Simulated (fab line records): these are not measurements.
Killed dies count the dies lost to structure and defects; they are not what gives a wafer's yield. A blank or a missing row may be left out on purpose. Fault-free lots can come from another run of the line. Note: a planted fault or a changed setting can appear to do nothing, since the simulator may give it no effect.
Which tool did it? || flow sky130 || 14 lots with 42 wafers sampled at 6 steps, on a route of 708 steps

## WHAT EACH GAUGE READ, for each wafer
SKY_LDD_N_TW_MEAS_17.
{"lot": "L337", "measured": "day 17 17:24", "on": "film metro-03", "LDD_N_TW": "2587 2578 2588"}
{"lot": "L338", "measured": "day 18 03:01", "on": "film metro-01", "LDD_N_TW": "2566 2570 2563"}
{"lot": "L339", "measured": "day 18 08:41", "on": "film metro-04", "LDD_N_TW": "2605 2588 2611"}
{"lot": "L343", "measured": "day 20 20:22", "on": "film metro-01", "LDD_N_TW": "2556 2564 2575"}
{"lot": "L345", "measured": "day 21 10:37", "on": "film metro-03", "LDD_N_TW": "2536 2550 2544"}
{"lot": "L346", "measured": "day 21 13:25", "on": "film metro-01", "LDD_N_TW": "2572 2576 2574"}
{"lot": "L344", "measured": "day 21 16:28", "on": "film metro-01", "LDD_N_TW": "2566 2568 2578"}
{"lot": "L348", "measured": "day 22 04:48", "on": "film metro-01", "LDD_N_TW": "2574 2566 2577"}
{"lot": "L351", "measured": "day 23 05:10", "on": "film metro-04", "LDD_N_TW": "2587 2582 2589"}
{"lot": "L353", "measured": "day 24 01:07", "on": "film metro-03", "LDD_N_TW": "2550 2557 2562"}
{"lot": "L355", "measured": "day 24 14:37", "on": "film metro-04", "LDD_N_TW": "2451 2441 2446"}
{"lot": "L356", "measured": "day 24 20:11", "on": "film metro-04", "LDD_N_TW": "2448 2447 2434"}
{"lot": "L357", "measured": "day 25 02:13", "on": "film metro-01", "LDD_N_TW": "2556 2572 2578"}
{"lot": "L360", "measured": "day 26 01:16", "on": "film metro-03", "LDD_N_TW": "2581 2571 2562"}

SKY_LDD_HVN_OVL_MEAS_07.
{"lot": "L337", "measured": "day 20 05:35", "on": "overlay-02", "LDD_HVN_OVL (nm)": "0.4 0.7 2.2"}
{"lot": "L338", "measured": "day 20 15:56", "on": "overlay-02", "LDD_HVN_OVL (nm)": "0.2 0.3 1.5"}
{"lot": "L339", "measured": "day 20 21:41", "on": "overlay-02", "LDD_HVN_OVL (nm)": "-2.7 -2.9 0.5"}
{"lot": "L343", "measured": "day 23 09:19", "on": "overlay-01", "LDD_HVN_OVL (nm)": "2.1 1.2 2.3"}
{"lot": "L345", "measured": "day 23 23:10", "on": "overlay-02", "LDD_HVN_OVL (nm)": "-1.5 -0.5 -0.7"}
{"lot": "L346", "measured": "day 24 01:44", "on": "overlay-02", "LDD_HVN_OVL (nm)": "-2.2 -1.1 -1.2"}
{"lot": "L344", "measured": "day 24 05:17", "on": "overlay-02", "LDD_HVN_OVL (nm)": "0.7 -1.1 0.3"}
{"lot": "L348", "measured": "day 24 16:59", "on": "overlay-02", "LDD_HVN_OVL (nm)": "-0.8 0.1 -0.6"}
{"lot": "L351", "measured": "day 25 15:49", "on": "overlay-01", "LDD_HVN_OVL (nm)": "-0.2 1.8 2.0"}
{"lot": "L353", "measured": "day 26 12:25", "on": "overlay-02", "LDD_HVN_OVL (nm)": "0.0 0.1 0.8"}
{"lot": "L357", "measured": "day 27 12:11", "on": "overlay-02", "LDD_HVN_OVL (nm)": "1.2 -1.2 -0.5"}
{"lot": "L360", "measured": "day 28 11:02", "on": "overlay-02", "LDD_HVN_OVL (nm)": "0.4 -1.4 -0.8"}

## EACH LOT AND THE TOOL THAT RAN IT (in order: tool; ch and the chambers of the sampled wafers; start)
{"lot": "L337", "SKY_GATE_OXIDE_STRIP_13": "plasma asher-02 ch 0,1, day 13 19:26", "SKY_POLY_GATE_STRIP_18": "plasma asher-02 ch 0,1, day 16 09:30", "SKY_LDD_N_IMPLANT_11": "implanter-03 ch 0, day 17 16:33", "SKY_LDD_N_STRIP_16": "plasma asher-01 ch 0,1, day 17 17:18"}
{"lot": "L338", "SKY_GATE_OXIDE_STRIP_13": "plasma asher-02 ch 0,1, day 14 04:40", "SKY_POLY_GATE_STRIP_18": "plasma asher-03 ch 0,1, day 16 16:32", "SKY_LDD_N_IMPLANT_11": "implanter-04 ch 0, day 18 02:10", "SKY_LDD_N_STRIP_16": "plasma asher-04 ch 0,1, day 18 02:54"}
{"lot": "L339", "SKY_GATE_OXIDE_STRIP_13": "plasma asher-02 ch 0,1, day 14 09:35", "SKY_POLY_GATE_STRIP_18": "plasma asher-03 ch 0,1, day 16 23:45", "SKY_LDD_N_IMPLANT_11": "implanter-04 ch 0, day 18 07:50", "SKY_LDD_N_STRIP_16": "plasma asher-01 ch 0,1, day 18 08:35"}
{"lot": "L343", "SKY_GATE_OXIDE_STRIP_13": "plasma asher-04 ch 1, day 16 15:30", "SKY_POLY_GATE_STRIP_18": "plasma asher-02 ch 1, day 19 10:53", "SKY_LDD_N_IMPLANT_11": "implanter-04 ch 0, day 20 19:31", "SKY_LDD_N_STRIP_16": "plasma asher-04 ch 0,1, day 20 20:16"}
{"lot": "L345", "SKY_GATE_OXIDE_STRIP_13": "plasma asher-01 ch 0,1, day 17 05:40", "SKY_POLY_GATE_STRIP_18": "plasma asher-03 ch 0, day 20 00:44", "SKY_LDD_N_IMPLANT_11": "implanter-01 ch 0, day 21 09:46", "SKY_LDD_N_STRIP_16": "plasma asher-04 ch 0,1, day 21 10:31"}
{"lot": "L346", "SKY_GATE_OXIDE_STRIP_13": "plasma asher-02 ch 0,1, day 17 07:31", "SKY_POLY_GATE_STRIP_18": "plasma asher-03 ch 0,1, day 20 03:33", "SKY_LDD_N_IMPLANT_11": "implanter-01 ch 0, day 21 12:34", "SKY_LDD_N_STRIP_16": "plasma asher-03 ch 0,1, day 21 13:19"}
{"lot": "L344", "SKY_GATE_OXIDE_STRIP_13": "plasma asher-01 ch 0,1, day 17 08:44", "SKY_POLY_GATE_STRIP_18": "plasma asher-02 ch 0,1, day 20 06:29", "SKY_LDD_N_IMPLANT_11": "implanter-01 ch 0, day 21 15:37", "SKY_LDD_N_STRIP_16": "plasma asher-01 ch 0,1, day 21 16:22"}
{"lot": "L348", "SKY_GATE_OXIDE_STRIP_13": "plasma asher-01 ch 0,1, day 18 00:05", "SKY_POLY_GATE_STRIP_18": "plasma asher-02 ch 0,1, day 20 18:54", "SKY_LDD_N_IMPLANT_11": "implanter-01 ch 0, day 22 03:57", "SKY_LDD_N_STRIP_16": "plasma asher-03 ch 0,1, day 22 04:42"}
{"lot": "L351", "SKY_GATE_OXIDE_STRIP_13": "plasma asher-01 ch 0,1, day 18 22:04", "SKY_POLY_GATE_STRIP_18": "plasma asher-01 ch 0,1, day 21 19:45", "SKY_LDD_N_IMPLANT_11": "implanter-04 ch 0, day 23 04:19", "SKY_LDD_N_STRIP_16": "plasma asher-01 ch 0,1, day 23 05:04"}
{"lot": "L353", "SKY_GATE_OXIDE_STRIP_13": "plasma asher-01 ch 0,1, day 19 20:50", "SKY_POLY_GATE_STRIP_18": "plasma asher-01 ch 0,1, day 22 16:24", "SKY_LDD_N_IMPLANT_11": "implanter-01 ch 0, day 24 00:16", "SKY_LDD_N_STRIP_16": "plasma asher-01 ch 0,1, day 24 01:01"}
{"lot": "L355", "SKY_GATE_OXIDE_STRIP_13": "plasma asher-04 ch 0,1, day 20 11:13", "SKY_POLY_GATE_STRIP_18": "plasma asher-03 ch 0,1, day 23 06:05", "SKY_LDD_N_IMPLANT_11": "implanter-04, day 24 13:46", "SKY_LDD_N_STRIP_16": "plasma asher-01 ch 0,1, day 24 14:30"}
{"lot": "L356", "SKY_GATE_OXIDE_STRIP_13": "plasma asher-01 ch 0,1, day 20 15:43", "SKY_POLY_GATE_STRIP_18": "plasma asher-03 ch 0,1, day 23 10:25", "SKY_LDD_N_IMPLANT_11": "implanter-01, day 24 19:22", "SKY_LDD_N_STRIP_16": "plasma asher-04 ch 0,1, day 24 20:05"}
{"lot": "L357", "SKY_GATE_OXIDE_STRIP_13": "plasma asher-01 ch 0,1, day 20 22:37", "SKY_POLY_GATE_STRIP_18": "plasma asher-03 ch 0,1, day 23 17:44", "SKY_LDD_N_IMPLANT_11": "implanter-03 ch 0, day 25 01:22", "SKY_LDD_N_STRIP_16": "plasma asher-03 ch 0,1, day 25 02:07"}
{"lot": "L360", "SKY_GATE_OXIDE_STRIP_13": "plasma asher-02 ch 0,1, day 21 21:42", "SKY_POLY_GATE_STRIP_18": "plasma asher-02 ch 0,1, day 24 16:49", "SKY_LDD_N_IMPLANT_11": "implanter-04 ch 0, day 26 00:27", "SKY_LDD_N_STRIP_16": "plasma asher-04 ch 0,1, day 26 01:11"}
- SKY_GATE_OXIDE_STRIP_13: strips in O2/N2.
- SKY_POLY_GATE_STRIP_18: strips in O2/N2.
- SKY_LDD_N_IMPLANT_11
- SKY_LDD_N_STRIP_16: strips in O2/N2.

## WHAT THE TOOLS THEMSELVES READ (means of the sampled wafers that have a number; where no wafer has one, the mark that the record gives instead)
SKY_GATE_OXIDE_STRIP_13.
{"lot": "L337", "tool": "plasma asher-02", "chamber pressure mTorr (mTorr)": 1500.6, "drypump motor current A (A)": 5.8, "o2 flow sccm (sccm)": 2998, "oes product au (a.u.)": 0.712, "strip time to endpoint s (s)": 14.23}
{"lot": "L338", "tool": "plasma asher-02", "chamber pressure mTorr (mTorr)": 1500.3, "drypump motor current A (A)": 5.9, "o2 flow sccm (sccm)": 2999, "oes product au (a.u.)": 0.717, "strip time to endpoint s (s)": 14.21}
{"lot": "L339", "tool": "plasma asher-02", "chamber pressure mTorr (mTorr)": 1499.6, "drypump motor current A (A)": 5.9, "o2 flow sccm (sccm)": 3003, "oes product au (a.u.)": 0.714, "strip time to endpoint s (s)": 14.18}
{"lot": "L343", "tool": "plasma asher-04", "chamber pressure mTorr (mTorr)": 1499.9, "drypump motor current A (A)": 5.0, "o2 flow sccm (sccm)": 2995, "oes product au (a.u.)": 0.716, "strip time to endpoint s (s)": 14.19}
{"lot": "L345", "tool": "plasma asher-01", "chamber pressure mTorr (mTorr)": 1500.5, "drypump motor current A (A)": 5.8, "o2 flow sccm (sccm)": 3009, "oes product au (a.u.)": 0.719, "strip time to endpoint s (s)": 14.18}
{"lot": "L346", "tool": "plasma asher-02", "chamber pressure mTorr (mTorr)": 1500.3, "drypump motor current A (A)": 5.9, "o2 flow sccm (sccm)": 3008, "oes product au (a.u.)": 0.715, "strip time to endpoint s (s)": 14.19}
{"lot": "L344", "tool": "plasma asher-01", "chamber pressure mTorr (mTorr)": 1500.5, "drypump motor current A (A)": 5.7, "o2 flow sccm (sccm)": 3000, "oes product au (a.u.)": 0.713, "strip time to endpoint s (s)": 14.23}
{"lot": "L348", "tool": "plasma asher-01", "chamber pressure mTorr (mTorr)": 1499.2, "drypump motor current A (A)": 5.5, "o2 flow sccm (sccm)": 3011, "oes product au (a.u.)": 0.713, "strip time to endpoint s (s)": 14.19}
{"lot": "L351", "tool": "plasma asher-01", "chamber pressure mTorr (mTorr)": 1500.0, "drypump motor current A (A)": 5.5, "o2 flow sccm (sccm)": 2998, "oes product au (a.u.)": 0.721, "strip time to endpoint s (s)": 14.13}
{"lot": "L353", "tool": "plasma asher-01", "chamber pressure mTorr (mTorr)": 1498.1, "drypump motor current A (A)": 5.8, "o2 flow sccm (sccm)": 2986, "oes product au (a.u.)": 0.716, "strip time to endpoint s (s)": 14.20}
{"lot": "L355", "tool": "plasma asher-04", "chamber pressure mTorr (mTorr)": 1499.9, "drypump motor current A (A)": 5.4, "o2 flow sccm (sccm)": 3003, "oes product au (a.u.)": 0.708, "strip time to endpoint s (s)": 14.21}
{"lot": "L356", "tool": "plasma asher-01", "chamber pressure mTorr (mTorr)": 1498.2, "drypump motor current A (A)": 5.5, "o2 flow sccm (sccm)": 3002, "oes product au (a.u.)": 0.712, "strip time to endpoint s (s)": 14.18}
{"lot": "L357", "tool": "plasma asher-01", "chamber pressure mTorr (mTorr)": 1498.8, "drypump motor current A (A)": 5.5, "o2 flow sccm (sccm)": 3002, "oes product au (a.u.)": 0.714, "strip time to endpoint s (s)": 14.17}
{"lot": "L360", "tool": "plasma asher-02", "chamber pressure mTorr (mTorr)": 1500.8, "drypump motor current A (A)": 5.9, "o2 flow sccm (sccm)": 3003, "oes product au (a.u.)": 0.718, "strip time to endpoint s (s)": 14.15}

SKY_POLY_GATE_STRIP_18.
{"lot": "L337", "tool": "plasma asher-02", "chamber pressure mTorr (mTorr)": 1500.0, "drypump motor current A (A)": 5.8, "o2 flow sccm (sccm)": 2994, "oes product au (a.u.)": 0.359, "strip time to endpoint s (s)": 3.15}
{"lot": "L338", "tool": "plasma asher-03", "chamber pressure mTorr (mTorr)": 1500.1, "drypump motor current A (A)": 5.3, "o2 flow sccm (sccm)": 3005, "oes product au (a.u.)": 0.367, "strip time to endpoint s (s)": 3.19}
{"lot": "L339", "tool": "plasma asher-03", "chamber pressure mTorr (mTorr)": 1500.3, "drypump motor current A (A)": 5.3, "o2 flow sccm (sccm)": 3002, "oes product au (a.u.)": 0.355, "strip time to endpoint s (s)": 3.11}
{"lot": "L343", "tool": "plasma asher-02", "chamber pressure mTorr (mTorr)": 1501.3, "drypump motor current A (A)": 5.9, "o2 flow sccm (sccm)": 2986, "oes product au (a.u.)": 0.364, "strip time to endpoint s (s)": 3.17}
{"lot": "L345", "tool": "plasma asher-03", "chamber pressure mTorr (mTorr)": 1500.6, "drypump motor current A (A)": 4.9, "o2 flow sccm (sccm)": 3010, "oes product au (a.u.)": 0.355, "strip time to endpoint s (s)": 3.13}
{"lot": "L346", "tool": "plasma asher-03", "chamber pressure mTorr (mTorr)": 1499.2, "drypump motor current A (A)": 5.7, "o2 flow sccm (sccm)": 3004, "oes product au (a.u.)": 0.359, "strip time to endpoint s (s)": 3.17}
{"lot": "L344", "tool": "plasma asher-02", "chamber pressure mTorr (mTorr)": 1500.3, "drypump motor current A (A)": 5.8, "o2 flow sccm (sccm)": 3007, "oes product au (a.u.)": 0.359, "strip time to endpoint s (s)": 3.10}
{"lot": "L348", "tool": "plasma asher-02", "chamber pressure mTorr (mTorr)": 1499.5, "drypump motor current A (A)": 5.9, "o2 flow sccm (sccm)": 2994, "oes product au (a.u.)": 0.361, "strip time to endpoint s (s)": 3.16}
{"lot": "L351", "tool": "plasma asher-01", "chamber pressure mTorr (mTorr)": 1499.1, "drypump motor current A (A)": 5.5, "o2 flow sccm (sccm)": 2996, "oes product au (a.u.)": 0.361, "strip time to endpoint s (s)": 3.18}
{"lot": "L353", "tool": "plasma asher-01", "chamber pressure mTorr (mTorr)": 1500.2, "drypump motor current A (A)": 5.7, "o2 flow sccm (sccm)": 2987, "oes product au (a.u.)": 0.365, "strip time to endpoint s (s)": 3.18}
{"lot": "L355", "tool": "plasma asher-03", "chamber pressure mTorr (mTorr)": 1499.0, "drypump motor current A (A)": 5.7, "o2 flow sccm (sccm)": 3006, "oes product au (a.u.)": 0.357, "strip time to endpoint s (s)": 3.12}
{"lot": "L356", "tool": "plasma asher-03", "chamber pressure mTorr (mTorr)": 1500.6, "drypump motor current A (A)": 5.7, "o2 flow sccm (sccm)": 3003, "oes product au (a.u.)": 0.359, "strip time to endpoint s (s)": 3.16}
{"lot": "L357", "tool": "plasma asher-03", "chamber pressure mTorr (mTorr)": 1500.4, "drypump motor current A (A)": 5.2, "o2 flow sccm (sccm)": 3005, "oes product au (a.u.)": 0.358, "strip time to endpoint s (s)": 3.17}
{"lot": "L360", "tool": "plasma asher-02", "chamber pressure mTorr (mTorr)": 1499.8, "drypump motor current A (A)": 5.8, "o2 flow sccm (sccm)": 2999, "oes product au (a.u.)": 0.362, "strip time to endpoint s (s)": 3.17}

SKY_LDD_N_IMPLANT_11.
{"lot": "L337", "tool": "implanter-03", "beam energy keV": 20.000, "beam on s (s)": 9.91}
{"lot": "L338", "tool": "implanter-04", "beam energy keV": 20.000, "beam on s (s)": 10.11}
{"lot": "L339", "tool": "implanter-04", "beam energy keV": 20.004, "beam on s (s)": 10.37}
{"lot": "L343", "tool": "implanter-04", "beam energy keV": 20.009, "beam on s (s)": 10.26}
{"lot": "L345", "tool": "implanter-01", "beam energy keV": 20.002, "beam on s (s)": 10.10}
{"lot": "L346", "tool": "implanter-01", "beam energy keV": 20.002, "beam on s (s)": 10.01}
{"lot": "L344", "tool": "implanter-01", "beam energy keV": 19.994, "beam on s (s)": 9.78}
{"lot": "L348", "tool": "implanter-01", "beam energy keV": 20.001, "beam on s (s)": 10.04}
{"lot": "L351", "tool": "implanter-04", "beam energy keV": 19.994, "beam on s (s)": 10.50}
{"lot": "L353", "tool": "implanter-01", "beam energy keV": 20.002, "beam on s (s)": 9.86}
{"lot": "L355", "tool": "implanter-04", "beam energy keV": "-", "beam on s (s)": "-"}
{"lot": "L356", "tool": "implanter-01", "beam energy keV": "-", "beam on s (s)": "-"}
{"lot": "L357", "tool": "implanter-03", "beam energy keV": 19.994, "beam on s (s)": 10.06}
{"lot": "L360", "tool": "implanter-04", "beam energy keV": 19.994, "beam on s (s)": 10.50}

SKY_LDD_N_STRIP_16.
{"lot": "L337", "tool": "plasma asher-01", "chamber pressure mTorr (mTorr)": 1498.7, "drypump motor current A (A)": 5.5, "o2 flow sccm (sccm)": 3012, "oes product au (a.u.)": 0.407, "strip time to endpoint s (s)": 4.323}
{"lot": "L338", "tool": "plasma asher-04", "chamber pressure mTorr (mTorr)": 1500.7, "drypump motor current A (A)": 5.8, "o2 flow sccm (sccm)": 3006, "oes product au (a.u.)": 0.409, "strip time to endpoint s (s)": 4.319}
{"lot": "L339", "tool": "plasma asher-01", "chamber pressure mTorr (mTorr)": 1500.1, "drypump motor current A (A)": 5.5, "o2 flow sccm (sccm)": 2994, "oes product au (a.u.)": 0.409, "strip time to endpoint s (s)": 4.315}
{"lot": "L343", "tool": "plasma asher-04", "chamber pressure mTorr (mTorr)": 1500.8, "drypump motor current A (A)": 5.4, "o2 flow sccm (sccm)": 2993, "oes product au (a.u.)": 0.407, "strip time to endpoint s (s)": 4.330}
{"lot": "L345", "tool": "plasma asher-04", "chamber pressure mTorr (mTorr)": 1499.4, "drypump motor current A (A)": 5.8, "o2 flow sccm (sccm)": 3001, "oes product au (a.u.)": 0.405, "strip time to endpoint s (s)": 4.301}
{"lot": "L346", "tool": "plasma asher-03", "chamber pressure mTorr (mTorr)": 1501.0, "drypump motor current A (A)": 5.3, "o2 flow sccm (sccm)": 3006, "oes product au (a.u.)": 0.401, "strip time to endpoint s (s)": 4.331}
{"lot": "L344", "tool": "plasma asher-01", "chamber pressure mTorr (mTorr)": 1498.7, "drypump motor current A (A)": 5.7, "o2 flow sccm (sccm)": 3004, "oes product au (a.u.)": 0.404, "strip time to endpoint s (s)": 4.326}
{"lot": "L348", "tool": "plasma asher-03", "chamber pressure mTorr (mTorr)": 1501.5, "drypump motor current A (A)": 5.7, "o2 flow sccm (sccm)": 2999, "oes product au (a.u.)": 0.407, "strip time to endpoint s (s)": 4.320}
{"lot": "L351", "tool": "plasma asher-01", "chamber pressure mTorr (mTorr)": 1498.8, "drypump motor current A (A)": 5.7, "o2 flow sccm (sccm)": 2993, "oes product au (a.u.)": 0.408, "strip time to endpoint s (s)": 4.307}
{"lot": "L353", "tool": "plasma asher-01", "chamber pressure mTorr (mTorr)": 1499.7, "drypump motor current A (A)": 5.7, "o2 flow sccm (sccm)": 2994, "oes product au (a.u.)": 0.408, "strip time to endpoint s (s)": 4.320}
{"lot": "L355", "tool": "plasma asher-01", "chamber pressure mTorr (mTorr)": 1500.6, "drypump motor current A (A)": 5.6, "o2 flow sccm (sccm)": 2994, "oes product au (a.u.)": 0.408, "strip time to endpoint s (s)": 4.145}
{"lot": "L356", "tool": "plasma asher-04", "chamber pressure mTorr (mTorr)": 1498.8, "drypump motor current A (A)": 5.8, "o2 flow sccm (sccm)": 2998, "oes product au (a.u.)": 0.408, "strip time to endpoint s (s)": 4.144}
{"lot": "L357", "tool": "plasma asher-03", "chamber pressure mTorr (mTorr)": 1499.3, "drypump motor current A (A)": 5.2, "o2 flow sccm (sccm)": 3004, "oes product au (a.u.)": 0.407, "strip time to endpoint s (s)": 4.303}
{"lot": "L360", "tool": "plasma asher-04", "chamber pressure mTorr (mTorr)": 1498.5, "drypump motor current A (A)": 5.8, "o2 flow sccm (sccm)": 2999, "oes product au (a.u.)": 0.401, "strip time to endpoint s (s)": 4.316}

## THE ANSWER, worked out from the rows above alone
Rule: what is usual is taken from the lots themselves. The widest of any qualifying gaps counts: lots, ordered by their means at a reading, are off when they make up no more than a third of the lots, leave a main group of 4 or more, and stand apart from it by 3 or more times the standard deviation of that group's means. The tables above print the reading to a certain number of digits; a main group whose means all agree to those digits is not used. A lot without any number at a reading at which 4 lots or more have one is off too. Where the step has rows for the other lots, those lots are counted as sound. Order of review: gauges by route order, followed by the tools' own readings, for which a lot's mean as printed above is used. At the first step where some lot is off, the reading lying furthest off is the one used; lots without a number count as furthest.
Off: at SKY_LDD_N_TW_MEAS_17 (LDD_N_TW), L355, L356. For the main group the mean is 2572 and the standard deviation 14.
A tool fits if, at a process step before that reading, it ran every lot that is off, and no sound lot after the first of them. The gauges at SKY_LDD_N_TW_MEAS_17 aren't tried: what is off there is off at SKY_LDD_N_IMPLANT_11 too, on other tools, and a gauge's error can't cause that. Not one of the candidates tried fits.

## WHAT THE SIMULATOR PUT IN
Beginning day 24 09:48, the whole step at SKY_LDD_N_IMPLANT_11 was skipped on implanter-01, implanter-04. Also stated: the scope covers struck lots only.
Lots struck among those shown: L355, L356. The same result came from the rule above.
